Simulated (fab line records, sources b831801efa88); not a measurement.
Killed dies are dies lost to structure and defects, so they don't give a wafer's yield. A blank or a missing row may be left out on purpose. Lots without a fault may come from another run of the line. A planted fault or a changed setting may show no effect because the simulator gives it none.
Tool commonality check | flow sky130 | 13 lots, 39 wafers sampled

WHY IT WAS OPENED
At SKY_SD_N_CD_MEAS_07 the reading cd_nm is flagged on 1 of 13 lots. Wafers without a fault read 379.7 nm, standard deviation 2.6.
Rule: a lot is flagged when every wafer of it that has a number lies more than 4 standard deviations from that mean, or none has a number. The other lots count as sound.

lot  | measured     | on        | cd_nm (nm), wafer by wafer | flag
L343 | day 27 21:02 | cd_sem-01 | 377.8 379.5 378.7          |
L344 | day 28 00:40 | cd_sem-02 | 375.3 376.5 374.9          |
L345 | day 28 18:14 | cd_sem-01 | 380.5 379.8 382.0          |
L347 | day 29 07:54 | cd_sem-01 | 382.7 381.7 380.9          |
L348 | day 29 11:13 | cd_sem-02 | 381.9 382.9 383.0          |
L349 | day 30 02:55 | cd_sem-01 | 332.1 335.0 334.0          | FLAGGED
L352 | day 31 01:35 | cd_sem-02 | 382.1 382.5 381.4          |
L359 | day 33 07:05 | cd_sem-02 | 380.0 379.6 382.0          |
L360 | day 33 17:33 | cd_sem-02 | 383.5 381.9 383.8          |
L363 | day 34 16:02 | cd_sem-02 | 381.2 381.5 382.2          |
L364 | day 34 23:19 | cd_sem-02 | 378.4 379.1 376.9          |
L365 | day 35 07:01 | cd_sem-02 | 376.7 376.9 378.1          |
L366 | day 35 18:42 | cd_sem-01 | 377.0 374.7 373.4          |
The numbers of the flagged lots are 333.7 nm on average: -46.0 nm against the usual, or -18 standard deviations.

WHICH TOOL RAN EACH LOT
The record holds 2 process steps before the reading, out of a route of 708 steps. In each cell: the tool, then ch and the chambers that the sampled wafers went through, then the start.
lot  | flag    | SKY_LDD_LDN_STRIP_12                 | SKY_SD_N_EXPOSE_04
L343 |         | plasma_asher-04 ch 0,1, day 22 19:01 | iline_stepper-02 ch 0, day 27 07:00
L344 |         | plasma_asher-04 ch 0,1, day 23 00:45 | iline_stepper-01 ch 0, day 27 10:49
L345 |         | plasma_asher-02 ch 0,1, day 23 18:42 | iline_stepper-01 ch 0, day 28 03:56
L347 |         | plasma_asher-02 ch 0,1, day 24 09:28 | iline_stepper-01 ch 0, day 28 17:55
L348 |         | plasma_asher-02 ch 0,1, day 24 13:38 | iline_stepper-01 ch 0, day 28 21:34
L349 | FLAGGED | plasma_asher-03 ch 0,1, day 25 05:43 | iline_stepper-02 ch 0, day 29 12:46
L352 |         | plasma_asher-04 ch 0,1, day 26 03:25 | iline_stepper-02 ch 0, day 30 11:29
L359 |         | plasma_asher-03 ch 0,1, day 28 12:31 | iline_stepper-01 ch 0, day 32 18:40
L360 |         | plasma_asher-04 ch 0,1, day 28 23:55 | iline_stepper-02 ch 0, day 33 04:40
L363 |         | plasma_asher-02 ch 0,1, day 30 01:49 | iline_stepper-02 ch 0, day 34 02:43
L364 |         | plasma_asher-03 ch 0,1, day 30 08:46 | iline_stepper-01 ch 0, day 34 10:13
L365 |         | plasma_asher-04 ch 0,1, day 30 17:10 | iline_stepper-02 ch 0, day 34 18:32
L366 |         | plasma_asher-04 ch 0,1, day 31 05:04 | iline_stepper-02 ch 0, day 35 05:56
What these steps do:
- SKY_LDD_LDN_STRIP_12: strips in O2/N2.
- SKY_SD_N_EXPOSE_04: exposes mask NSDM, target cd 380 nm.
- SKY_SD_N_CD_MEAS_07: target cd 380 nm.

FLAGGED OVER TOTAL, TOOL BY TOOL (the gauges that took the reading come last)
step                 | tool             | lots run | flagged | share of the flagged lots | sound lots run after its first flagged lot
SKY_LDD_LDN_STRIP_12 | plasma_asher-02  | 4        | 0       | none                      | -
SKY_LDD_LDN_STRIP_12 | plasma_asher-03  | 3        | 1       | all                       | 2 (L359,L364)
SKY_LDD_LDN_STRIP_12 | plasma_asher-04  | 6        | 0       | none                      | -
SKY_SD_N_EXPOSE_04   | iline_stepper-01 | 6        | 0       | none                      | -
SKY_SD_N_EXPOSE_04   | iline_stepper-02 | 7        | 1       | all                       | 5 (L352,L360,L363,L365,L366)
SKY_SD_N_CD_MEAS_07  | cd_sem-01        | 5        | 1       | all                       | 1 (L366)
SKY_SD_N_CD_MEAS_07  | cd_sem-02        | 8        | 0       | none                      | -

WHAT THE TABLE ALLOWS
3 rows of the table ran every flagged lot: plasma_asher-03 at SKY_LDD_LDN_STRIP_12, iline_stepper-02 at SKY_SD_N_EXPOSE_04, cd_sem-01 at SKY_SD_N_CD_MEAS_07.
- plasma_asher-03 at SKY_LDD_LDN_STRIP_12: 1 of its 3 lots flagged. Sound lots ran on it after the first flagged one (L359, L364), which a lasting fault on the whole tool wouldn't allow.
- iline_stepper-02 at SKY_SD_N_EXPOSE_04: 1 of its 7 lots flagged. Sound lots ran on it after the first flagged one (L352, L360, L363, L365, L366), which a lasting fault on the whole tool wouldn't allow.
- cd_sem-01 at SKY_SD_N_CD_MEAS_07: 1 of its 5 lots flagged. Sound lots ran on it after the first flagged one (L366), which a lasting fault on the whole tool wouldn't allow.
No row of the table ran every flagged lot and no sound lot after the first.

WHAT THE SIMULATOR HAD PUT IN
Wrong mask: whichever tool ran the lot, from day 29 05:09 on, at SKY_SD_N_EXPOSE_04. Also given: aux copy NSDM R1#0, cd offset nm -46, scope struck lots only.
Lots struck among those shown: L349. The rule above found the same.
